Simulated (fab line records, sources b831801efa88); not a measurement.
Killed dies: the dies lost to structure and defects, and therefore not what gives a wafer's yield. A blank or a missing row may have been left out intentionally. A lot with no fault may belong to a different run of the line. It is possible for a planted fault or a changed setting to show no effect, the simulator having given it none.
Shared-tool check || flow gf180mcu || 11 lots, 33 wafers sampled

REASON IT WAS OPENED
3 of 11 lots carry a flag on the reading M1_ALCU_RS at GF_M1_RS_MEAS_05. Fault-free wafers read 0.0695 ohm/sq, with a standard deviation of 0.00081.
Rule: flag the lot when none of its wafers has a number, or when each of its wafers that has one lies beyond 4 standard deviations from that mean. The rest of the lots are taken to be sound.

{"lot": "L646", "measured": "day 16 05:56", "on": "filmMetro-01", "M1_ALCU_RS (ohm/sq), wafer by wafer": "0.0699 0.0693 0.0696", "flag": ""}
{"lot": "L648", "measured": "day 16 23:04", "on": "filmMetro-01", "M1_ALCU_RS (ohm/sq), wafer by wafer": "0.0692 0.0695 0.0685", "flag": ""}
{"lot": "L651", "measured": "day 18 03:49", "on": "filmMetro-02", "M1_ALCU_RS (ohm/sq), wafer by wafer": "0.0712 0.0704 0.0709", "flag": ""}
{"lot": "L653", "measured": "day 19 03:37", "on": "filmMetro-03", "M1_ALCU_RS (ohm/sq), wafer by wafer": "0.0708 0.0702 0.0706", "flag": ""}
{"lot": "L655", "measured": "day 19 12:41", "on": "filmMetro-03", "M1_ALCU_RS (ohm/sq), wafer by wafer": "0.0702 0.0702 0.0697", "flag": ""}
{"lot": "L656", "measured": "day 20 02:05", "on": "filmMetro-02", "M1_ALCU_RS (ohm/sq), wafer by wafer": "0.0702 0.0694 0.0704", "flag": ""}
{"lot": "L660", "measured": "day 21 04:02", "on": "filmMetro-01", "M1_ALCU_RS (ohm/sq), wafer by wafer": "0.0821 0.0827 0.0811", "flag": "FLAGGED"}
{"lot": "L661", "measured": "day 21 11:42", "on": "filmMetro-01", "M1_ALCU_RS (ohm/sq), wafer by wafer": "0.0696 0.0695 0.0693", "flag": ""}
{"lot": "L662", "measured": "day 21 17:23", "on": "filmMetro-02", "M1_ALCU_RS (ohm/sq), wafer by wafer": "0.0847 0.0854 0.0846", "flag": "FLAGGED"}
{"lot": "L663", "measured": "day 22 00:45", "on": "filmMetro-02", "M1_ALCU_RS (ohm/sq), wafer by wafer": "0.0827 0.0811 0.0832", "flag": "FLAGGED"}
{"lot": "L666", "measured": "day 23 02:57", "on": "filmMetro-02", "M1_ALCU_RS (ohm/sq), wafer by wafer": "0.0696 0.0702 0.0705", "flag": ""}
The numbers of the flagged lots are 0.0831 ohm/sq on average: +0.0136 ohm/sq against the usual, or +17 standard deviations.

LOT BY LOT: THE TOOL USED
The record holds 1 process step before the reading, out of a route of 602 steps. Every cell lists first the tool, next ch and the chambers used by the sampled wafers, and last the start.
{"lot": "L646", "flag": "", "GF_M1_SPUTTER_02": "pvdSputter-02, day 16 05:50"}
{"lot": "L648", "flag": "", "GF_M1_SPUTTER_02": "pvdSputter-04, day 16 22:57"}
{"lot": "L651", "flag": "", "GF_M1_SPUTTER_02": "pvdSputter-04, day 18 03:42"}
{"lot": "L653", "flag": "", "GF_M1_SPUTTER_02": "pvdSputter-01, day 19 03:31"}
{"lot": "L655", "flag": "", "GF_M1_SPUTTER_02": "pvdSputter-01, day 19 12:36"}
{"lot": "L656", "flag": "", "GF_M1_SPUTTER_02": "pvdSputter-01, day 20 02:00"}
{"lot": "L660", "flag": "FLAGGED", "GF_M1_SPUTTER_02": "pvdSputter-04, day 21 03:57"}
{"lot": "L661", "flag": "", "GF_M1_SPUTTER_02": "pvdSputter-01, day 21 11:37"}
{"lot": "L662", "flag": "FLAGGED", "GF_M1_SPUTTER_02": "pvdSputter-04, day 21 17:18"}
{"lot": "L663", "flag": "FLAGGED", "GF_M1_SPUTTER_02": "pvdSputter-04, day 22 00:38"}
{"lot": "L666", "flag": "", "GF_M1_SPUTTER_02": "pvdSputter-02, day 23 02:52"}
What the steps here do:
- GF_M1_SPUTTER_02: material AlCu, target thk 450 nm, time 23.9 s.
- GF_M1_RS_MEAS_05: measures by four-point-probe.

FLAGGED OVER TOTAL, TOOL BY TOOL (the gauges that took the reading come last)
{"step": "GF_M1_SPUTTER_02", "tool": "pvdSputter-01", "lots run": 4, "flagged": 0, "share of the flagged lots": "none", "sound lots run after its first flagged lot": "-"}
{"step": "GF_M1_SPUTTER_02", "tool": "pvdSputter-02", "lots run": 2, "flagged": 0, "share of the flagged lots": "none", "sound lots run after its first flagged lot": "-"}
{"step": "GF_M1_SPUTTER_02", "tool": "pvdSputter-04", "lots run": 5, "flagged": 3, "share of the flagged lots": "all", "sound lots run after its first flagged lot": 0}
{"step": "GF_M1_RS_MEAS_05", "tool": "filmMetro-01", "lots run": 4, "flagged": 1, "share of the flagged lots": "some", "sound lots run after its first flagged lot": "1 (L661)"}
{"step": "GF_M1_RS_MEAS_05", "tool": "filmMetro-02", "lots run": 5, "flagged": 2, "share of the flagged lots": "some", "sound lots run after its first flagged lot": "1 (L666)"}
{"step": "GF_M1_RS_MEAS_05", "tool": "filmMetro-03", "lots run": 2, "flagged": 0, "share of the flagged lots": "none", "sound lots run after its first flagged lot": "-"}

WHAT THE TABLE ALLOWS
1 row of the table ran every flagged lot: pvdSputter-04 at GF_M1_SPUTTER_02.
- pvdSputter-04 at GF_M1_SPUTTER_02 ran 5 lots, 3 of them flagged. Last sound lot L651 at day 18 03:42, first flagged lot L660 at day 21 03:57; a fault beginning in between fits.
One tool is left: pvdSputter-04 at GF_M1_SPUTTER_02.

WHAT WAS PUT IN BY THE SIMULATOR
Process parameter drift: pvdSputter-04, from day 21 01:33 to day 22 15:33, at GF_M1_SPUTTER_02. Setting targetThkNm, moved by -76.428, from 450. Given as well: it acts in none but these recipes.
Lots struck among those shown: L660, L662, L663. The rule given above showed the same thing.
